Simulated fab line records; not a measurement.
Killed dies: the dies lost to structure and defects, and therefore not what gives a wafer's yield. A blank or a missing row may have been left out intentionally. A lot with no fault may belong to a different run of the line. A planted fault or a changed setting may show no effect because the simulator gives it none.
Matching of chambers    flow sfq-line    cmp-02 running SFQ_TRILAYER_I4_CMP_CMP_100: 4 sister chambers
The step polishes SiO2. 23 wafers are shown with their chamber, then 11 later ones without.

== WAFERS WITH THEIR CHAMBER ==
wafer   chamber  motor-current-A (A)  time-to-endpoint-s (s)
L907.1  3        10.8                 194
L907.4  2        10.5                 206
L907.6  3        11.0                 207
L909.4  3        10.3                 211
L909.2  1        9.9                  217
L909.5  0        11.5                 216
L910.1  0        11.4                 214
L910.4  1        9.9                  229
L910.3  3        10.8                 205
L914.2  2        11.3                 214
L914.4  1        9.9                  230
L915.1  2        11.4                 202
L915.2  0        11.6                 214
L916.1  2        11.2                 216
L916.2  1        9.8                  226
L916.4  3        9.9                  214
L921.4  3        10.4                 219
L921.3  2        11.1                 218
L921.5  0        10.7                 231
L922.3  2        11.9                 226
L922.2  1        10.9                 228
L922.6  2        11.3                 227
L925.2  0        10.7                 222

SIGNATURES, as means of the wafers listed above
reading             chamber 0  chamber 1  chamber 2  chamber 3  scatter within a chamber
motor-current-A     11.180     10.080     11.243     10.533     0.43
time-to-endpoint-s  219.40     226.00     215.57     208.33     8
Rule: a wafer's distance from a chamber is the root of the sum, over the readings, of the square of ((its reading less the chamber's mean) divided by the reading's scatter). If the next closest chamber is less than 2 further off than the closest, the wafer can't be placed; otherwise it belongs to the closest. How the scatter is found: for the shown wafers, subtract from each reading the mean of its chamber, square and add these, divide the total by (wafers less chambers), then take the root.

== WAFERS WITHOUT THEIR CHAMBER ==
wafer   motor-current-A (A)  time-to-endpoint-s (s)
L925.1  11.1                 202
L925.6  11.0                 222
L927.4  11.4                 224
L927.2  10.9                 213
L927.6  10.1                 225
L928.2  10.8                 204
L928.3  10.6                 214
L928.1  11.5                 205
L929.3  12.1                 223
L929.4  10.0                 220
L929.6  10.8                 217

== CHAMBER TAKEN BY EACH ==
wafer   from the rows above                in truth
L925.1  can't be placed: 3 or 2 or 0       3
L925.6  can't be placed: 0 or 2 or 3 or 1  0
L927.4  can't be placed: 0 or 2            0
L927.2  can't be placed: 2 or 0 or 3 or 1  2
L927.6  1                                  1
L928.2  can't be placed: 3 or 2 or 0       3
L928.3  can't be placed: 3 or 2 or 0 or 1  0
L928.1  can't be placed: 2 or 0 or 3       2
L929.3  can't be placed: 0 or 2 or 3       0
L929.4  can't be placed: 1 or 3 or 0       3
L929.6  can't be placed: 0 or 2 or 3 or 1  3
Placed correctly: 1 of 11. Unplaceable from these rows: 10, with the true chamber sitting among the candidates in 10. Wrongly placed: 0.
